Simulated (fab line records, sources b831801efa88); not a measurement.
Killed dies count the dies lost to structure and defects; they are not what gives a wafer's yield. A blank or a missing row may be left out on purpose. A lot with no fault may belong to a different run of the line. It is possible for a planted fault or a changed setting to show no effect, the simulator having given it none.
fab line records	flow sky130	part 1 of 2: steps 1 to 26 of 35
record lots=5	wafers=15	lastDay=49
route steps=708 shown CONTACT@410 METAL1@434
lots untouched by any fault: they come from a run of this same line in which no faults occurred
startH: hours from the record's opening day to when the first of the lot's shown wafers began	waitH: hours from the lot's prior step to this one	" the same as in the row above	L1.1+2: one row covering several wafers at once	- no value, or no start given	* or withheld: withheld	< > ~ a bound
route shown NAME@n: names a module that has steps shown in the file, with the first one's number in the route	usual: mean/standard deviation taken from wafers without a fault	same: alike in all rows	chamber/n: place in a boat	sites: the reading at each site	_std_site: standard deviation across them	_edge_site: mean of outer sites minus mean of inner sites	radiusMm: for every site, how far away it sits from the centre of the wafer	mask NAME#n: copy n	behind: the tool/chamber that last shaped the wafer	hold: why the lot was held/for how many hours/how that ended	device: whichever transistor did not switch (one of n, p or np)	end of line: the same wafers' tests at the end of the route	a step given without rows: its recipe and nothing more	killed: dies lost to structure and defects at the first sort, not the wafer's yield	map: a wafer's dies, marking killed ones x, the rest . and places with no die _
set.NAME: setting as actually run; set.NAME@STEP: the setting as run at that earlier step	model.NAME: the simulator's own value behind a step, which no gauge read
lots seen at some steps along the route; tables by step, rows by wafer
services: a tool's chamber out of use, with start hour (startH, from the record's first day; less than 0 if before it), hours out, and reason
## steps
# step SKY_CONTACT_CMP_04
# recipe material=SiO2	downForcePsi=4	platenRpm=60	padVelocityMS=0.94248
# usual motorCurrentA=12.0/0.91	timeToEndpointS=84/5.2
lot.wafer	tool	chamber	startH	waitH	motorCurrentA	timeToEndpointS
L074.4	cmp-01	0	754.41	0.1	12.7	88
L074.2	"	3	"	"	10.3	96
L074.6	"	0	"	"	12.3	87
L083.1	cmp-02	0	790.98	0.1	12.6	79
L083.2	"	1	"	"	13.2	73
L083.4	"	3	"	"	13.3	78
L088.1	cmp-01	1	821.82	0.1	11.1	92
L088.4	"	2	"	"	12.7	91
L088.5	"	3	"	"	10.5	94
L089.4	cmp-02	2	830.40	0.1	11.5	82
L089.5	"	1	"	"	12.5	72
L089.6	"	2	"	"	10.7	84
L090.4	cmp-01	3	840.30	0.1	10.0	89
L090.3	"	0	"	"	13.7	90
L090.5	"	3	"	"	9.8	91
# step SKY_CONTACT_BOW_MEAS_05
# recipe mode=bow
# usual CONTACT_BOW=83/7.6
lot.wafer	tool	chamber	startH	waitH	CONTACT_BOW[um]
L074.2	filmMetro-04	-	754.73	0.1	91
L074.4	"	-	"	"	90
L074.6	"	-	"	"	92
L083.1	filmMetro-03	-	791.28	0.2	73
L083.2	"	-	"	"	90
L083.4	"	-	"	"	75
L088.1	filmMetro-03	-	822.02	0.1	100
L088.4	"	-	"	"	91
L088.5	"	-	"	"	80
L089.4	filmMetro-04	-	830.71	0.3	88
L089.5	"	-	"	"	103
L089.6	"	-	"	"	89
L090.3	filmMetro-03	-	840.59	0.2	75
L090.4	"	-	"	"	80
L090.5	"	-	"	"	80
# step SKY_CONTACT_DEHYDRATE_06
# recipe tempC=200	timeS=60
# usual resistLineTempC=22.99/0.11
lot.wafer	tool	chamber	startH	waitH	resistLineTempC
L074.2	lithoTrack-02	0	767.17	12.4	23.09
L074.4	"	0	"	"	22.96
L074.6	"	0	"	"	23.11
L083.1	lithoTrack-01	0	803.85	12.6	22.89
L083.2	"	0	"	"	23.04
L083.4	"	0	"	"	22.95
L088.1	lithoTrack-03	0	834.20	12.2	23.12
L088.4	"	0	"	"	23.12
L088.5	"	0	"	"	23.17
L089.4	lithoTrack-03	0	843.37	12.6	22.86
L089.5	"	0	"	"	22.94
L089.6	"	0	"	"	23.11
L090.3	lithoTrack-03	0	853.35	12.7	23.12
L090.4	"	0	"	"	23.08
L090.5	"	0	"	"	22.99
# step SKY_CONTACT_HMDS_07
# recipe primeTimeS=60	primeTempC=120
# usual resistLineTempC=22.98/0.11
lot.wafer	tool	chamber	startH	waitH	resistLineTempC
L074.2	lithoTrack-02	0	767.32	0.1	23.01
L074.4	"	0	"	"	22.94
L074.6	"	0	"	"	23.04
L083.1	lithoTrack-01	0	804.00	0.1	23.08
L083.2	"	0	"	"	23.01
L083.4	"	0	"	"	23.06
L088.1	lithoTrack-03	0	834.35	0.1	22.95
L088.4	"	0	"	"	22.98
L088.5	"	0	"	"	23.00
L089.4	lithoTrack-03	0	843.52	0.1	22.94
L089.5	"	0	"	"	23.05
L089.6	"	0	"	"	23.00
L090.3	lithoTrack-03	0	853.50	0.1	23.06
L090.4	"	0	"	"	23.06
L090.5	"	0	"	"	23.00
# step SKY_CONTACT_COAT_08
# recipe resist=BARC	tempC=withheld	timeS=withheld	spinRpm=3000	resistThkNm=60
# usual resistLineTempC=*
lot.wafer	tool	chamber	startH	waitH	resistLineTempC
L074.2	lithoTrack-02	0	767.47	0.1	*
L074.4	"	0	"	"	*
L074.6	"	0	"	"	*
L083.1	lithoTrack-01	0	804.15	0.1	*
L083.2	"	0	"	"	*
L083.4	"	0	"	"	*
L088.1	lithoTrack-03	0	834.50	0.1	*
L088.4	"	0	"	"	*
L088.5	"	0	"	"	*
L089.4	lithoTrack-03	0	843.67	0.1	*
L089.5	"	0	"	"	*
L089.6	"	0	"	"	*
L090.3	lithoTrack-03	0	853.65	0.1	*
L090.4	"	0	"	"	*
L090.5	"	0	"	"	*
# step SKY_CONTACT_COAT_09
# recipe resist=KrF-thick	spinRpm=3000	resistThkNm=450
# usual resistLineTempC=23.00/0.1
lot.wafer	tool	chamber	startH	waitH	resistLineTempC
L074.2	lithoTrack-02	0	-	-	23.12
L074.4	"	0	"	"	23.08
L074.6	"	0	"	"	22.92
L083.1	lithoTrack-01	0	-	-	22.81
L083.2	"	0	"	"	22.97
L083.4	"	0	"	"	22.96
L088.1	lithoTrack-03	0	-	-	22.98
L088.4	"	0	"	"	23.04
L088.5	"	0	"	"	23.04
L089.4	lithoTrack-03	0	-	-	22.91
L089.5	"	0	"	"	23.03
L089.6	"	0	"	"	23.06
L090.3	lithoTrack-03	0	-	-	23.09
L090.4	"	0	"	"	23.21
L090.5	"	0	"	"	23.22
# step SKY_CONTACT_SOFTBAKE_10
# recipe tempC=100	timeS=90	resist=KrF-thick
# usual resistLineTempC=22.96/0.1
lot.wafer	tool	chamber	startH	waitH	resistLineTempC
L074.2	lithoTrack-02	0	-	-	22.96
L074.4	"	0	"	"	22.88
L074.6	"	0	"	"	22.97
L083.1	lithoTrack-01	0	-	-	22.90
L083.2	"	0	"	"	22.96
L083.4	"	0	"	"	22.98
L088.1	lithoTrack-03	0	-	-	22.95
L088.4	"	0	"	"	23.08
L088.5	"	0	"	"	23.12
L089.4	lithoTrack-03	0	-	-	23.04
L089.5	"	0	"	"	22.93
L089.6	"	0	"	"	23.02
L090.3	lithoTrack-03	0	-	-	23.13
L090.4	"	0	"	"	23.04
L090.5	"	0	"	"	22.89
# step SKY_CONTACT_EXPOSE_11
# recipe maskId=CTM1	na=0.8	sourceShape=annular	sigmaInner=0.55	sigmaOuter=0.85	targetCdNm=170	doseMj=38
lot.wafer	tool	chamber	startH	waitH	mask
L074.2+4+6	krfScanner-01	0	-	-	CTM1#0
L083.1+2+4	krfScanner-02	0	-	-	CTM1#0
L088.1+4+5	krfScanner-02	0	-	-	CTM1#0
L089.4+5+6	krfScanner-01	0	-	-	CTM1#0
L090.3+4+5	krfScanner-01	0	-	-	CTM1#0
# step SKY_CONTACT_PEB_12
# recipe pebTempC=withheld	pebTimeS=withheld	resist=KrF-thick
# usual resistLineTempC=*
lot.wafer	tool	chamber	startH	waitH	resistLineTempC
L074.2	lithoTrack-03	0	-	-	*
L074.4	"	0	"	"	*
L074.6	"	0	"	"	*
L083.1	lithoTrack-03	0	-	-	*
L083.2	"	0	"	"	*
L083.4	"	0	"	"	*
L088.1	lithoTrack-02	0	-	-	*
L088.4	"	0	"	"	*
L088.5	"	0	"	"	*
L089.4	lithoTrack-03	0	-	-	*
L089.5	"	0	"	"	*
L089.6	"	0	"	"	*
L090.3	lithoTrack-01	0	-	-	*
L090.4	"	0	"	"	*
L090.5	"	0	"	"	*
# step SKY_CONTACT_DEVELOP_13
# recipe developTimeS=60	resist=KrF-thick	devTempC=21
# usual resistLineTempC=23.01/0.093
# same developTimeS=60
lot.wafer	tool	chamber	startH	waitH	resistLineTempC
L074.2	lithoTrack-03	0	-	-	22.92
L074.4	"	0	"	"	23.09
L074.6	"	0	"	"	22.95
L083.1	lithoTrack-03	0	-	-	22.83
L083.2	"	0	"	"	22.90
L083.4	"	0	"	"	22.93
L088.1	lithoTrack-02	0	-	-	23.18
L088.4	"	0	"	"	23.00
L088.5	"	0	"	"	23.03
L089.4	lithoTrack-03	0	-	-	23.05
L089.5	"	0	"	"	23.05
L089.6	"	0	"	"	22.98
L090.3	lithoTrack-01	0	-	-	23.04
L090.4	"	0	"	"	23.09
L090.5	"	0	"	"	23.11
# step SKY_CONTACT_CD_MEAS_14
# recipe targetCdNm=170
# usual cdNm=170.1/1.5
lot.wafer	tool	chamber	startH	waitH	cdNm
L074.2	cdSem-02	-	781.93	-	169.5
L074.4	"	-	"	"	168.8
L074.6	"	-	"	"	168.2
L083.1	cdSem-02	-	817.96	-	171.2
L083.2	"	-	"	"	170.9
L083.4	"	-	"	"	170.1
L088.1	cdSem-02	-	847.99	-	170.9
L088.4	"	-	"	"	168.9
L088.5	"	-	"	"	169.9
L089.4	cdSem-02	-	856.56	-	173.5
L089.5	"	-	"	"	173.1
L089.6	"	-	"	"	174.4
L090.3	cdSem-02	-	867.04	-	168.7
L090.4	"	-	"	"	169.7
L090.5	"	-	"	"	169.7
# step SKY_CONTACT_OVL_MEAS_15
# usual CONTACT_OVL=-5/4.7
lot.wafer	tool	chamber	startH	waitH	CONTACT_OVL[nm]
L074.2	overlay-02	-	782.03	0.1	-13
L074.4	"	-	"	"	-10
L074.6	"	-	"	"	-12
L083.1	overlay-01	-	818.08	0.1	1
L083.2	"	-	"	"	5
L083.4	"	-	"	"	-1
L088.1	overlay-02	-	848.11	0.1	-7
L088.4	"	-	"	"	1
L088.5	"	-	"	"	-2
L089.4	overlay-02	-	856.64	0.1	1
L089.5	"	-	"	"	-6
L089.6	"	-	"	"	-2
L090.3	overlay-02	-	867.13	0.1	-10
L090.4	"	-	"	"	-5
L090.5	"	-	"	"	-7
# step SKY_CONTACT_ETCH_16
# recipe chemistry=N2/H2	target=BARC	ionEnergyEv=200	sourceW=500	biasW=100	pressureMtorr=30	n2FlowSccm=100	h2FlowSccm=200	stopOn=SiO2	timeS=45.9	targetDepthA=600
# usual drypumpMotorCurrentA=5.9/0.43	oesProductAu=0.854/0.0046	throttleValvePct=13.225/0.0089
lot.wafer	tool	chamber	startH	waitH	drypumpMotorCurrentA	oesProductAu	rfHoursCounterH	throttleValvePct
L074.2	rieDiel-03	1	782.06	0.0	5.9	0.851	21	13.232
L074.4	"	2	"	"	6.5	0.856	1	13.229
L074.6	"	3	"	"	6.3	0.847	-	13.225
L083.1	rieDiel-01	2	818.12	0.0	5.8	0.856	18	13.228
L083.2	"	1	"	"	6.1	0.856	25	13.237
L083.4	"	3	"	"	5.1	0.852	12	13.223
L088.1	rieDiel-01	3	848.15	0.0	5.1	0.854	13	13.216
L088.4	"	0	"	"	6.2	0.847	5	13.228
L088.5	"	3	"	"	5.1	0.850	-	13.207
L089.4	rieDiel-01	2	856.65	0.0	5.7	0.849	19	13.230
L089.5	"	1	"	"	6.0	0.865	-	13.243
L089.6	"	2	"	"	5.7	0.851	-	13.224
L090.3	rieDiel-01	1	867.16	0.0	6.1	0.851	26	13.239
L090.4	"	3	"	"	5.1	0.853	-	13.227
L090.5	"	1	"	"	6.1	0.850	-	13.225
# step SKY_CONTACT_ETCH_17
# recipe target=SiO2	chemistry=C4F8/O2/Ar	stopOn=Si3N4	maskMaterial=KrF-thick	sourceW=1500	biasW=1200	pressureMtorr=40	c4f8FlowSccm=withheld	O2_flow_sccm=6	Ar_flow_sccm=300	timeS=withheld	targetDepthA=3400
# usual oesProductAu=0.892/0.005
lot.wafer	tool	chamber	startH	waitH	oesProductAu
L074.2	rieDiel-03	1	782.10	0.0	0.890
L074.4	"	2	"	"	0.896
L074.6	"	3	"	"	0.893
L083.1	rieDiel-01	2	818.16	0.0	0.899
L083.2	"	1	"	"	0.890
L083.4	"	3	"	"	0.900
L088.1	rieDiel-01	3	848.19	0.0	0.896
L088.4	"	0	"	"	0.882
L088.5	"	3	"	"	0.892
L089.4	rieDiel-01	2	856.70	0.0	0.887
L089.5	"	1	"	"	0.889
L089.6	"	2	"	"	0.886
L090.3	rieDiel-01	1	867.20	0.0	0.893
L090.4	"	3	"	"	0.897
L090.5	"	1	"	"	0.892
# step SKY_CONTACT_ETCH_18
# recipe target=Si3N4	chemistry=CHF3/O2	stopOn=TiN	sourceW=600	biasW=200	pressureMtorr=40	chf3FlowSccm=50	O2_flow_sccm=5	timeS=39	targetDepthA=750
# usual drypumpMotorCurrentA=5.9/0.43	oesProductAu=0.855/0.0083	throttleValvePct=8.792/0.0091
lot.wafer	tool	chamber	startH	waitH	drypumpMotorCurrentA	oesProductAu	rfHoursCounterH	throttleValvePct
L074.2	rieDiel-03	1	-	-	5.9	0.851	21	8.787
L074.4	"	2	"	"	6.5	0.852	1	8.801
L074.6	"	3	"	"	6.3	0.856	-	8.798
L083.1	rieDiel-01	2	-	-	5.7	0.848	18	8.794
L083.2	"	1	"	"	6.1	0.848	25	8.811
L083.4	"	3	"	"	5.1	0.862	12	8.790
L088.1	rieDiel-01	3	-	-	5.1	0.840	13	8.793
L088.4	"	0	"	"	6.2	0.865	5	8.800
L088.5	"	3	"	"	5.1	0.853	-	8.790
L089.4	rieDiel-01	2	-	-	5.7	0.861	19	8.816
L089.5	"	1	"	"	6.0	0.854	-	8.784
L089.6	"	2	"	"	5.7	0.845	-	8.779
L090.3	rieDiel-01	1	-	-	6.1	0.853	26	8.798
L090.4	"	3	"	"	5.1	0.856	-	8.784
L090.5	"	1	"	"	6.1	0.848	-	8.801
# step SKY_CONTACT_STRIP_19
# recipe chemistry=O2/N2	powerW=1400	pressureMtorr=1500	platenTempC=withheld	o2FlowSccm=3000	n2FlowSccm=300	overashFraction=0.5
# usual drypumpMotorCurrentA=6.1/0.46	oesProductAu=0.380/0.0046	stripTimeToEndpointS=3.61/0.032
# same overashFraction=0.5
lot.wafer	tool	chamber	startH	waitH	drypumpMotorCurrentA	oesProductAu	rfHoursCounterH	stripTimeToEndpointS
L074.2	plasmaAsher-04	1	782.19	-	6.8	0.374	4	3.58
L074.4	"	0	"	"	6.3	0.390	-	3.62
L074.6	"	0	"	"	6.3	0.379	-	3.62
L083.1	plasmaAsher-02	1	818.25	-	6.0	0.384	69	3.60
L083.2	"	0	"	"	5.4	0.378	69	3.63
L083.4	"	0	"	"	5.4	0.383	-	3.64
L088.1	plasmaAsher-01	1	848.28	-	6.2	0.377	40	3.58
L088.4	"	0	"	"	5.7	0.379	-	3.58
L088.5	"	1	"	"	6.2	0.376	-	3.57
L089.4	plasmaAsher-02	1	856.82	-	6.1	0.386	-	3.58
L089.5	"	1	"	"	6.0	0.389	-	3.61
L089.6	"	0	"	"	5.4	0.382	-	3.61
L090.3	plasmaAsher-02	1	867.32	-	6.0	0.378	-	3.61
L090.4	"	0	"	"	5.4	0.379	-	3.61
L090.5	"	0	"	"	5.4	0.379	-	3.61
# step SKY_CONTACT_STRIP_20
# recipe chemistry=postEtchResidueRemover	timeS=1200	tempC=72.5
lot.wafer	tool	chamber	startH	waitH
L074.2+4+6	wetBench-03	3	782.29	0.1
L083.1+2+4	wetBench-04	3	818.35	0.1
L088.1+4+5	wetBench-04	1	848.38	0.1
L089.4+5+6	wetBench-04	3	856.89	0.0
L090.3+4+5	wetBench-01	0	867.39	0.0
# step SKY_CONTACT_CLEAN_21
# recipe chemistry=IPA	timeS=180	tempC=25
lot.wafer	tool	chamber	startH	waitH
L074.2+4+6	wetBench-04	3	782.67	0.0
L083.1+2+4	wetBench-03	0	818.69	0.0
L088.1+4+5	wetBench-03	3	848.75	0.0
L089.4+5+6	wetBench-01	1	857.23	0.0
L090.3+4+5	wetBench-04	1	867.73	0.0
# step SKY_CONTACT_CLEAN_22
# recipe chemistry=O3/DIW	dry=n2Spin
lot.wafer	tool	chamber	startH	waitH
L074.2+4+6	wetBench-03	0	782.73	0.0
L083.1+2+4	wetBench-01	0	818.75	0.0
L088.1+4+5	wetBench-04	3	848.81	0.0
L089.4+5+6	wetBench-04	3	857.29	0.0
L090.3+4+5	wetBench-03	0	867.79	0.0
# step SKY_CONTACT_SPUTTER_23
# recipe material=TiN	targetThkNm=20	chamberPressurePa=5	powerW=4000	timeS=80
# usual throttleValvePct=30.3/1
lot.wafer	tool	chamber	startH	waitH	throttleValvePct
L074.2	pvdSputter-02	-	782.83	0.0	31.2
L074.4	"	-	"	"	30.7
L074.6	"	-	"	"	30.5
L083.1	pvdSputter-01	-	818.84	0.0	31.7
L083.2	"	-	"	"	31.0
L083.4	"	-	"	"	29.6
L088.1	pvdSputter-03	-	848.91	0.0	30.0
L088.4	"	-	"	"	28.5
L088.5	"	-	"	"	28.2
L089.4	pvdSputter-02	-	857.38	0.0	29.5
L089.5	"	-	"	"	29.5
L089.6	"	-	"	"	29.4
L090.3	pvdSputter-03	-	867.89	0.0	28.7
L090.4	"	-	"	"	29.9
L090.5	"	-	"	"	29.0
# step SKY_CONTACT_CVD_24
# recipe material=W	targetThkNm=340	timeS=102.12	tempC=400	pressureTorr=40
# usual heaterPowerOuterW=514/43	heaterPowerW=847/38
lot.wafer	tool	chamber	startH	waitH	heaterPowerOuterW	heaterPowerW
L074.2	cvdW-02	0	782.89	0.0	547	888
L074.4	"	0	"	"	550	897
L074.6	"	0	"	"	549	892
L083.1	cvdW-01	0	818.90	0.0	563	870
L083.2	"	1	"	"	474	834
L083.4	"	1	"	"	478	829
L088.1	cvdW-01	1	848.97	0.0	464	834
L088.4	"	1	"	"	478	840
L088.5	"	0	"	"	556	897
L089.4	cvdW-02	1	857.48	0.1	473	802
L089.5	"	1	"	"	454	818
L089.6	"	0	"	"	558	891
L090.3	cvdW-01	0	867.99	0.1	562	868
L090.4	"	1	"	"	480	835
L090.5	"	0	"	"	545	881
# step SKY_CONTACT_RS_MEAS_25
# recipe thkMeasGauge=four-point-probe	reads=W_of_CONTACT_CVD_24+TiN_of_CONTACT_SPUTTER_23
# usual CONTACT_W_RS=0.337/0.005
lot.wafer	tool	chamber	startH	waitH	CONTACT_W_RS[ohm/sq]
L074.2	filmMetro-01	-	783.02	0.1	0.334
L074.4	"	-	"	"	0.341
L074.6	"	-	"	"	0.335
L083.1	filmMetro-01	-	819.01	0.1	0.337
L083.2	"	-	"	"	0.342
L083.4	"	-	"	"	0.345
L088.1	filmMetro-03	-	849.08	0.1	0.342
L088.4	"	-	"	"	0.343
L088.5	"	-	"	"	0.333
L089.4	filmMetro-04	-	857.61	0.1	0.332
L089.5	"	-	"	"	0.335
L089.6	"	-	"	"	0.338
L090.3	filmMetro-03	-	868.10	0.1	0.334
L090.4	"	-	"	"	0.336
L090.5	"	-	"	"	0.336
# step SKY_CONTACT_THK_MEAS_26
# recipe thkMeasGauge=xrf	reads=W_of_CONTACT_CVD_24
# usual CONTACT_W_THK=345/6.7
lot.wafer	tool	chamber	startH	waitH	CONTACT_W_THK[nm]
L074.2	filmMetro-01	-	783.13	0.1	347
L074.4	"	-	"	"	341
L074.6	"	-	"	"	345
L083.1	filmMetro-01	-	819.13	0.1	340
L083.2	"	-	"	"	335
L083.4	"	-	"	"	335
L088.1	filmMetro-03	-	849.20	0.1	338
L088.4	"	-	"	"	338
L088.5	"	-	"	"	349
L089.4	filmMetro-04	-	857.70	0.1	360
L089.5	"	-	"	"	355
L089.6	"	-	"	"	352
L090.3	filmMetro-03	-	868.20	0.1	348
L090.4	"	-	"	"	346
L090.5	"	-	"	"	342
# step SKY_CONTACT_CMP_27
# recipe stopOn=SiO2	tOverpolishS=15	downForcePsi=3.5	platenRpm=60	targetThkNm=0	padVelocityMS=0.94248
# usual motorCurrentA=11.0/0.78	overpolishRunS=14.998/0.0099	timeToEndpointS=83/3.6
lot.wafer	tool	chamber	startH	waitH	motorCurrentA	overpolishRunS	timeToEndpointS
L074.2	cmp-01	2	783.18	0.0	11.9	14.998	82
L074.4	"	1	"	"	9.5	15.007	83
L074.6	"	2	"	"	12.2	14.994	80
L083.2	cmp-02	1	819.19	0.0	10.9	15.000	75
L083.4	"	3	"	"	11.5	14.997	83
L083.1	"	0	"	"	12.1	14.991	82
L088.4	cmp-01	0	849.31	0.1	11.6	15.001	85
L088.1	"	2	"	"	12.0	14.980	82
L088.5	"	3	"	"	9.7	14.997	87
L089.4	cmp-01	3	857.88	0.2	9.8	14.995	92
L089.6	"	0	"	"	11.2	14.978	86
L089.5	"	1	"	"	9.2	14.994	86
L090.4	cmp-02	3	868.29	0.1	11.6	14.999	83
L090.3	"	0	"	"	11.5	14.986	81
L090.5	"	3	"	"	11.9	14.991	83
# step SKY_METAL1_SPUTTER_00
# recipe material=Ti	targetThkNm=15	powerW=3000	timeS=10	chamberPressurePa=0.407
# usual throttleValvePct=30.3/1.2
lot.wafer	tool	chamber	startH	waitH	throttleValvePct
L074.2	pvdSputter-04	-	783.48	0.2	28.7
L074.4	"	-	"	"	30.9
L074.6	"	-	"	"	28.5
L083.1	pvdSputter-01	-	819.49	0.1	31.5
L083.2	"	-	"	"	30.7
L083.4	"	-	"	"	29.8
L088.1	pvdSputter-02	-	849.56	0.1	30.7
L088.4	"	-	"	"	29.4
L088.5	"	-	"	"	29.1
L089.4	pvdSputter-04	-	858.03	0.1	31.6
L089.5	"	-	"	"	28.4
L089.6	"	-	"	"	29.0
L090.3	pvdSputter-01	-	868.54	0.1	31.0
L090.4	"	-	"	"	29.7
L090.5	"	-	"	"	29.2
# step SKY_METAL1_SPUTTER_01
# recipe material=TiN	targetThkNm=20	powerW=6500	timeS=16.7	chamberPressurePa=0.4
# usual throttleValvePct=30.3/1.2
lot.wafer	tool	chamber	startH	waitH	throttleValvePct
L074.2	pvdSputter-04	-	783.51	0.0	28.7
L074.4	"	-	"	"	30.6
L074.6	"	-	"	"	28.6
L083.1	pvdSputter-01	-	819.51	0.0	31.9
L083.2	"	-	"	"	31.1
L083.4	"	-	"	"	29.5
L088.1	pvdSputter-02	-	849.59	0.0	30.5
L088.4	"	-	"	"	29.5
L088.5	"	-	"	"	29.5
L089.4	pvdSputter-04	-	858.05	0.0	31.4
L089.5	"	-	"	"	28.5
L089.6	"	-	"	"	28.3
L090.3	pvdSputter-01	-	872.56	4.0	31.0
L090.4	"	-	"	"	29.7
L090.5	"	-	"	"	29.6
